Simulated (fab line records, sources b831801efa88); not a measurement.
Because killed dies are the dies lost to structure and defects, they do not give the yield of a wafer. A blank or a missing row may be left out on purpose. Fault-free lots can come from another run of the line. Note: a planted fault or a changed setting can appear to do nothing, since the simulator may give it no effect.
Which tool was responsible? + flow gf180mcu + 72 wafers from 24 lots sampled at 2 of the route's 602 steps

== WHAT THE GAUGES SHOWED, per wafer ==
GF_V3_CD_MEAS_14: the cd target is 260 nm.
| lot  | measured     | on        | cd-nm (nm)        |
|------|--------------|-----------|-------------------|
| L074 | day 22 12:44 | cd-sem-01 | 258.4 259.3 258.3 |
| L075 | day 23 02:25 | cd-sem-02 | 258.7 258.9 258.8 |
| L076 | day 23 11:34 | cd-sem-01 | 259.5 259.9 259.5 |
| L077 | day 23 14:31 | cd-sem-02 | 261.9 261.1 261.6 |
| L078 | day 24 03:29 | cd-sem-01 | 261.3 259.9 261.9 |
| L079 | day 24 05:46 | cd-sem-01 | 260.6 260.9 261.4 |
| L080 | day 24 20:26 | cd-sem-02 | 260.3 260.5 260.2 |
| L081 | day 25 05:34 | cd-sem-02 | 261.4 260.2 260.2 |
| L082 | day 25 22:22 | cd-sem-01 | 260.5 259.9 261.3 |
| L083 | day 26 01:41 | cd-sem-02 | 259.2 260.2 259.7 |
| L084 | day 26 06:04 | cd-sem-02 | 261.1 261.7 261.7 |
| L085 | day 26 22:56 | cd-sem-02 | 259.3 259.7 259.9 |
| L086 | day 27 03:50 | cd-sem-01 | 261.6 260.1 260.7 |
| L087 | day 27 17:39 | cd-sem-02 | 261.7 262.7 262.1 |
| L089 | day 27 23:19 | cd-sem-02 | 259.3 259.3 260.2 |
| L088 | day 27 23:53 | cd-sem-01 | 261.9 261.0 260.7 |
| L090 | day 28 01:14 | cd-sem-02 | 261.8 263.8 263.1 |
| L092 | day 28 18:09 | cd-sem-02 | 260.2 258.6 259.5 |
| L091 | day 28 19:24 | cd-sem-02 | 259.5 258.8 260.4 |
| L093 | day 28 22:26 | cd-sem-01 | 260.0 261.9 260.1 |
| L094 | day 29 04:40 | cd-sem-02 | 258.7 260.3 258.8 |
| L095 | day 29 14:00 | cd-sem-02 | 259.2 259.9 260.4 |
| L096 | day 29 20:25 | cd-sem-02 | 262.2 261.7 261.9 |
| L097 | day 30 00:10 | cd-sem-01 | 260.0 259.9 257.4 |

== TOOL THAT RAN EACH LOT (tool first, then ch and the chambers of the sampled wafers, then the start) ==
| lot  | GF_V2_ETCH_16                      |
|------|------------------------------------|
| L074 | rie-diel-01 ch 0,2, day 20 10:06   |
| L075 | rie-diel-01 ch 0,2,3, day 21 00:15 |
| L076 | rie-diel-01 ch 1,3, day 21 09:36   |
| L077 | rie-diel-02 ch 2,3, day 21 13:18   |
| L078 | rie-diel-01 ch 0,2,3, day 22 03:23 |
| L079 | rie-diel-01 ch 0,2,3, day 22 05:23 |
| L080 | rie-diel-02 ch 1,2,3, day 22 20:32 |
| L081 | rie-diel-03 ch 0,1, day 23 06:59   |
| L082 | rie-diel-03 ch 1,2, day 23 19:13   |
| L083 | rie-diel-03 ch 1,3, day 24 03:06   |
| L084 | rie-diel-01 ch 1,3, day 24 09:11   |
| L085 | rie-diel-02 ch 0,1, day 25 00:24   |
| L086 | rie-diel-01 ch 1,2,3, day 25 06:23 |
| L087 | rie-diel-01 ch 1,2, day 25 21:41   |
| L089 | rie-diel-02 ch 0,1,2, day 26 03:09 |
| L088 | rie-diel-01 ch 2,3, day 26 03:30   |
| L090 | rie-diel-02 ch 0,1,2, day 26 05:16 |
| L092 | rie-diel-02 ch 0,1, day 26 22:57   |
| L091 | rie-diel-03 ch 0,1,2, day 26 23:58 |
| L093 | rie-diel-03 ch 0,1, day 27 03:38   |
| L094 | rie-diel-02 ch 1,2,3, day 27 10:53 |
| L095 | rie-diel-03 ch 0,3, day 27 20:10   |
| L096 | rie-diel-02 ch 1,2, day 28 02:27   |
| L097 | rie-diel-03 ch 1,2,3, day 28 06:26 |
- GF_V2_ETCH_16: etches BARC in N2/H2.

== AS READ BY THE TOOLS THEMSELVES (means over the sampled wafers that have a number; for cases with no such wafer, the mark the record gives instead) ==
GF_V2_ETCH_16.
| lot  | tool        | drypump-motor-current-A (A) | oes-product-au (a.u.) | rf-fwd-power-W (W) | throttle-valve-pct (%) |
|------|-------------|-----------------------------|-----------------------|--------------------|------------------------|
| L074 | rie-diel-01 | 5.5                         | 0.854                 | 491.8              | 13.219                 |
| L075 | rie-diel-01 | 5.7                         | 0.858                 | 491.9              | 13.230                 |
| L076 | rie-diel-01 | 5.8                         | 0.861                 | 494.5              | 13.226                 |
| L077 | rie-diel-02 | 6.2                         | 0.857                 | 497.6              | 13.219                 |
| L078 | rie-diel-01 | 5.7                         | 0.853                 | 492.7              | 13.216                 |
| L079 | rie-diel-01 | 5.7                         | 0.851                 | 493.5              | 13.226                 |
| L080 | rie-diel-02 | 6.0                         | 0.855                 | 495.1              | 13.223                 |
| L081 | rie-diel-03 | 6.1                         | 0.852                 | 495.0              | 13.223                 |
| L082 | rie-diel-03 | 6.1                         | 0.854                 | 497.7              | 13.233                 |
| L083 | rie-diel-03 | 5.8                         | 0.858                 | 496.6              | 13.228                 |
| L084 | rie-diel-01 | 5.7                         | 0.860                 | 496.1              | 13.221                 |
| L085 | rie-diel-02 | 6.0                         | 0.857                 | 493.5              | 13.223                 |
| L086 | rie-diel-01 | 5.7                         | 0.855                 | 495.4              | 13.229                 |
| L087 | rie-diel-01 | 5.6                         | 0.853                 | 496.4              | 13.227                 |
| L089 | rie-diel-02 | 6.2                         | 0.854                 | 496.6              | 13.226                 |
| L088 | rie-diel-01 | 5.7                         | 0.855                 | 491.4              | 13.224                 |
| L090 | rie-diel-02 | 6.2                         | 0.857                 | 493.6              | 13.236                 |
| L092 | rie-diel-02 | 6.0                         | 0.855                 | 493.7              | 13.226                 |
| L091 | rie-diel-03 | 6.0                         | 0.856                 | 495.8              | 13.227                 |
| L093 | rie-diel-03 | 6.1                         | 0.855                 | 497.0              | 13.221                 |
| L094 | rie-diel-02 | 6.0                         | 0.855                 | 496.1              | 13.221                 |
| L095 | rie-diel-03 | 5.7                         | 0.856                 | 495.3              | 13.218                 |
| L096 | rie-diel-02 | 6.2                         | 0.854                 | 494.1              | 13.232                 |
| L097 | rie-diel-03 | 5.9                         | 0.856                 | 497.3              | 13.226                 |

== THE ANSWER, worked out from the rows above alone ==
Rule: usual is defined by the lots themselves. The widest of any qualifying gaps counts: lots, ordered by their means at a reading, are off when they make up no more than a third of the lots, leave a main group of 4 or more, and stand apart from it by 3 or more times the standard deviation of that group's means. If all means in a main group match to the digits the tables above print for the reading, that group is not used. Also off: a lot with no number at a reading for which 4 or more lots have one. The other lots that the step has rows for count as sound. Order of review: gauges by route order, followed by the tools' own readings, for which a lot's mean as printed above is used. At the first step where some lot is off, the reading lying furthest off is the one used; lots without a number count as furthest.
No lot is off at any reading shown: from this, nothing can be told.

== WHAT THE SIMULATOR PUT IN ==
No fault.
